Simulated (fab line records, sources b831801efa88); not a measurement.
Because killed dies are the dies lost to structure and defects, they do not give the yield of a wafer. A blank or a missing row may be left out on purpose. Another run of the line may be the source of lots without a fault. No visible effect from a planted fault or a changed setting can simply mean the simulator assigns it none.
A struck lot beside a sound one | flow sky130 | 15 steps out of a route of 708
Sound: these wafers, L972.2, L972.4, L972.6. Struck: wafers L985.1, L985.2, L985.4. The cause comes at the end.
Order at every step that has rows: each side's tool, ch and its chambers, its first start. Under that, the readings that differ: sound wafers | struck wafers | difference of the means | sigmas: that difference in standard deviations of wafers without a fault.
alike: same words and numbers on both sides, and readings whose means sit less than 2 such deviations apart. not compared: any withheld reading, any reading some wafer has no value for, any bound like >300 that may hide the same value, and any number with overlapping values for which the record gives no deviation.
A row with sigmas, a row that says differs or no value, or rows on one side alone: a step with any of these is where the two part. When numbers do not overlap yet have no deviation, they are printed without sigmas and do not part them. Lack of a reading on every wafer of one side parts them only where that side has two or more wafers.

first, 5 steps without rows for these wafers: SKY_LDD_N_COAT_02 (resist thk 300 nm); SKY_LDD_N_SOFTBAKE_03 (time 60 s); SKY_LDD_N_EXPOSE_04 (exposes mask NTM, target cd 840 nm); SKY_LDD_N_PEB_05; SKY_LDD_N_DEVELOP_06 (develop time 60 s).
SKY_LDD_N_OVL_MEAS_07:
  sound on overlay-01, day 19 18:41; struck on overlay-02, day 24 14:28
  alike: LDD_N_OVL
then, 6 steps without rows for these wafers: SKY_LDD_N_IMPLANT_08; SKY_LDD_N_IMPLANT_09; SKY_LDD_N_IMPLANT_10; SKY_LDD_N_IMPLANT_11; SKY_LDD_N_IMPLANT_12; SKY_LDD_N_IMPLANT_13.
SKY_LDD_N_IMPLANT_14:
  sound on implanter-01 ch 0, day 19 19:38; struck on implanter-01 ch 0, day 24 15:25
reading                  | sound                | struck               | difference | sigmas
beamEnergyKeV            | 50.007 50.000 50.021 | 51.841 51.852 51.841 | +1.835     | +99 or more
model.implant.rpNm (nm)  | 30.99 30.99 30.99    | 33.97 33.97 33.97    | +2.98      | 
model.implant.drpNm (nm) | 18.83 18.83 18.83    | 19.34 19.34 19.34    | +0.51      | 
after that, 1 step had no rows for these wafers: SKY_LDD_N_IMPLANT_15.
-- here the record skips 26 days between the struck wafers' starts before and after, leaving off in module LDD_N and picking up in module PAD_OPEN (first step shown: number 708 of the route) --
SKY_PAD_OPEN_PROBE_99:
  sound on prober-02, day 47 06:04; struck on prober-01, day 50 05:07
  alike: killed_at_M0_to_M3, killed_at_M4_up, killedAtContacts, killedAtFrontEnd, killedAtOther, killedDies, killedOpen, killedShort

WHERE THEY PART
Within this record, at SKY_LDD_N_IMPLANT_14 only. Later steps at which nothing parts them and some readings are alike: SKY_PAD_OPEN_PROBE_99.

WHY: what had been put in by the simulator
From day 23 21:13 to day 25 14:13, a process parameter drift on implanter-01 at SKY_LDD_N_IMPLANT_14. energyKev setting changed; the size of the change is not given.
